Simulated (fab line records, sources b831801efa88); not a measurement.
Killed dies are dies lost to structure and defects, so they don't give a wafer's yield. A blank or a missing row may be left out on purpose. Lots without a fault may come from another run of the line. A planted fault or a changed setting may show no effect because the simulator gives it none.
A struck lot beside a sound one | flow sky130 | 14 steps out of a route of 708
Sound: wafers L558.1, L558.5, L558.6. Struck: wafers L561.4, L561.5, L561.6. The cause comes at the end.
At each step with rows: each side's tool, then ch and its chambers, then its first start. Under that, the readings that differ: sound wafers | struck wafers | difference of the means | sigmas: that difference in standard deviations of wafers without a fault.
alike: readings whose means differ by less than 2 such deviations, and words and numbers that are the same on both sides. not compared: withheld readings, readings that some wafer has no value for, bounds like >300 that may hide the same value, and numbers for which the record gives no deviation and whose values overlap.
The two part at a step that has a row with sigmas, a row that says differs or no value, or rows on one side only. Numbers that don't overlap but have no deviation are shown without sigmas and don't part them. A reading that every wafer of one side lacks parts them only if that side has two wafers or more.

first, 1 step without rows for these wafers: SKY_GATE_OXIDE_WET_ETCH_12 (etches SiO2 in dHF, target depth 16.8 nm, time 336 s).
SKY_GATE_OXIDE_STRIP_13: strips in O2/N2.
  sound on plasma_asher-02 ch 0,1, day 14 17:24; struck on plasma_asher-01 ch 0,1, day 16 09:28
  reading                      | sound             | struck            | difference | sigmas
  strip_time_to_endpoint_s (s) | 14.14 14.10 14.11 | 14.24 14.28 14.26 | +0.14      | +4
  alike: drypump_motor_current_A, oes_product_au
  not compared: rf_hours_counter_h
SKY_GATE_OXIDE_TW_MEAS_14:
  sound on film_metro-02, day 14 17:30; struck on film_metro-04, day 16 09:33
  alike: GATE_OXIDE_TW
then, 3 steps without rows for these wafers: SKY_GATE_OXIDE_CLEAN_15 (cleans in SC1/SC2, time 150 s); SKY_GATE_OXIDE_OXIDATION_16 (stabilise 600 s, purge 300 s, target thk 3.57 nm); SKY_POLY_GATE_CVD_00 (deposits poly-Si, target thk 180 nm, time 720 s).
SKY_POLY_GATE_THK_MEAS_01:
  sound on film_metro-04, day 14 20:20; struck on film_metro-02, day 16 13:43
  alike: POLY_GATE_CVD_00_THK
then, 5 steps without rows for these wafers: SKY_RES_PROTECT_DEHYDRATE_00 (time 60 s); SKY_RES_PROTECT_HMDS_01 (prime time 60 s); SKY_RES_PROTECT_COAT_02 (resist thk 1140 nm); SKY_RES_PROTECT_SOFTBAKE_03 (time 60 s); SKY_RES_PROTECT_EXPOSE_04 (exposes mask RPM, target cd 1270 nm).
SKY_RES_PROTECT_PEB_05:
  sound on litho_track-02 ch 0, day 15 23:14; struck on litho_track-04, day 17 15:50
  reading         | sound          | struck | difference                    | sigmas
  exhaust_pa (Pa) | 44.5 45.3 45.3 | - - -  | no value on the struck wafers |
  not compared: chill_plate_temp_C
then, 1 step without rows for these wafers: SKY_RES_PROTECT_DEVELOP_06 (develop time 60 s).

WHERE THEY PART
First at SKY_GATE_OXIDE_STRIP_13; last, within this record, at SKY_RES_PROTECT_PEB_05.

WHY: what the simulator had put in
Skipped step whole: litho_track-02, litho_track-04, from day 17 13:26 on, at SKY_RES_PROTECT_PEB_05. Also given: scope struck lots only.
